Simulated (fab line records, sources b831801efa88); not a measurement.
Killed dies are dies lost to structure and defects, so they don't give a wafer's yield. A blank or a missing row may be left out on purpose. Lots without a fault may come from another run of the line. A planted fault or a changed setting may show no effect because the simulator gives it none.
A struck lot beside a sound one | flow sky130 | 38 steps out of a route of 708
Sound: wafers L502.2, L502.3, L502.5. Struck: wafer L493.6. (L493.2, L493.5 of the same lot were not struck and are left out.) The cause comes at the end.
At each step with rows: each side's tool, then ch and its chambers, then its first start. Under that, the readings that differ: sound wafers | struck wafers | difference of the means | sigmas: that difference in standard deviations of wafers without a fault.
alike: readings whose means differ by less than 2 such deviations, and words and numbers that are the same on both sides. not compared: withheld readings, readings that some wafer has no value for, bounds like >300 that may hide the same value, and numbers for which the record gives no deviation and whose values overlap.
The two part at a step that has a row with sigmas, a row that says differs or no value, or rows on one side only. Numbers that don't overlap but have no deviation are shown without sigmas and don't part them. A reading that every wafer of one side lacks parts them only if that side has two wafers or more.

first, 9 steps without rows for these wafers: SKY_VIA2_SPUTTER_20 (material TiN, target thk 20 nm, time 80 s); SKY_VIA2_CVD_21 (deposits W, target thk 420 nm, time 126.4 s); SKY_VIA2_CMP_24 (polishes, stops on SiO2, t overpolish 20 s, target thk 0 nm); SKY_METAL3_SPUTTER_00 (material Ti, target thk 15 nm, time 10 s); SKY_METAL3_SPUTTER_01 (material TiN, target thk 20 nm, time 16.7 s); SKY_METAL3_SPUTTER_02 (material AlCu, target thk 735 nm, time 39.1 s); SKY_METAL3_SPUTTER_03 (material Ti, target thk 5 nm, time 3.3 s); SKY_METAL3_SPUTTER_04 (material TiN, target thk 70 nm, time 58.3 s); SKY_CAPM_CVD_00 (deposits SiO2, target thk 15.5 nm).
SKY_CAPM_SPUTTER_02: material TiN, target thk 200 nm, time 166.7 s.
  sound on pvd_sputter-02, day 42 18:30; struck on pvd_sputter-03, day 40 14:27
  reading                                  | sound             | struck | difference | sigmas
  model.TiN_of_CAPM_SPUTTER_02.thk_nm (nm) | 195.5 197.7 201.3 | 211.1  | +12.9      |
  alike: chamber_pressure_pa, throttle_valve_pct
SKY_CAPM_RS_MEAS_03: measures by four-point-probe.
  sound on film_metro-02, day 42 18:38; struck on film_metro-02, day 40 14:35
  reading              | sound          | struck | difference | sigmas
  CAPM_TIN_RS (ohm/sq) | 7.08 6.98 6.87 | 6.54   | -0.44      | -4
SKY_CAPM_THK_MEAS_04: measures by xrf.
  sound on film_metro-02, day 42 18:44; struck on film_metro-02, day 40 14:41
  reading           | sound             | struck | difference | sigmas
  CAPM_TIN_THK (nm) | 188.8 190.3 193.4 | 203.9  | +13.1      | +5
then, 7 steps without rows for these wafers: SKY_CAPM_DEHYDRATE_05 (time 60 s); SKY_CAPM_HMDS_06 (prime time 60 s); SKY_CAPM_COAT_07 (resist thk 1140 nm); SKY_CAPM_SOFTBAKE_08 (time 60 s); SKY_CAPM_EXPOSE_09 (exposes mask CAPM, target cd 1000 nm); SKY_CAPM_PEB_10; SKY_CAPM_DEVELOP_11 (develop time 60 s).
SKY_CAPM_METAL_ETCH_13: etches TiN in Cl2/BCl3, stops on SiO2, target depth 220 nm, time 62.9 s.
  sound on rie_metal-04 ch 0,1, day 43 17:14; struck on rie_metal-01 ch 0, day 41 14:17
  reading               | sound             | struck | difference | sigmas
  oes_product_au (a.u.) | 0.934 0.930 0.944 | 0.978  | +0.042     | +5
  alike: drypump_motor_current_A, mfc_cl2_sccm, throttle_valve_pct
  not compared: rf_hours_counter_h
then, 16 steps without rows for these wafers: SKY_CAPM_STRIP_14 (strips in O2/N2); SKY_CAPM_STRIP_15 (strips in post etch residue remover, time 1200 s); SKY_CAPM_CLEAN_16 (cleans in IPA, time 180 s); SKY_CAPM_CLEAN_17 (cleans in O3/DIW); SKY_METAL3_DEHYDRATE_05 (time 60 s); SKY_METAL3_HMDS_06 (prime time 60 s); SKY_METAL3_COAT_07 (resist thk 60 nm); SKY_METAL3_COAT_08 (resist thk 1140 nm); SKY_METAL3_SOFTBAKE_09 (time 90 s); SKY_METAL3_EXPOSE_10 (exposes mask MM3, target cd 300 nm); SKY_METAL3_PEB_11; SKY_METAL3_DEVELOP_12 (develop time 60 s); SKY_METAL3_DESCUM_15 (chemistry O2, time 8 s); SKY_METAL3_ETCH_16 (etches BARC in N2/H2, stops on SiO2, time 88.2 s, target depth 60 nm); SKY_METAL3_ETCH_17 (etches SiO2 in C4F8/O2/Ar, stops on TiN, time 3.9 s, target depth 15 nm); SKY_METAL3_METAL_ETCH_18 (etches the open film in Cl2/BCl3, stops on SiO2, target depth 845 nm, time 183.1 s).
SKY_METAL3_STRIP_20: strips in post etch residue remover, time 1200 s.
  sound on wet_bench-01 ch 1, day 44 16:49; struck on wet_bench-01 ch 1, day 42 14:29
  reading                                  | sound             | struck | difference | sigmas
  model.TiN_of_CAPM_SPUTTER_02.thk_nm (nm) | 194.7 196.9 200.5 | 210.2  | +12.8      |
-- the record jumps here: 6 days lie between the struck wafers' starts before and after (it left off in module METAL3 and takes up again in module PAD_OPEN, whose first step shown is number 708 of the route) --
SKY_PAD_OPEN_PROBE_99:
  sound on prober-02, day 50 16:41; struck on prober-01, day 49 01:59
  reading                          | sound             | struck | difference | sigmas
  model.etest.cap_mim.plate_ohm_sq | 6.094 6.053 5.927 | 5.768  | -0.257     |
  alike: defect_limited_yield, killed_at_M0_to_M3, killed_at_M4_up, killed_at_contacts, killed_at_front_end, killed_at_other, killed_dies, killed_open, killed_short, sort_bin_3_pad_short, sort_bin_5_function, sort_bin_6_memory, sort_n_pass, sort_yield_pct

WHERE THEY PART
First at SKY_CAPM_RS_MEAS_03; last, within this record, at SKY_CAPM_METAL_ETCH_13. Later steps at which nothing parts them and some readings are alike: SKY_PAD_OPEN_PROBE_99.

WHY: what the simulator had put in
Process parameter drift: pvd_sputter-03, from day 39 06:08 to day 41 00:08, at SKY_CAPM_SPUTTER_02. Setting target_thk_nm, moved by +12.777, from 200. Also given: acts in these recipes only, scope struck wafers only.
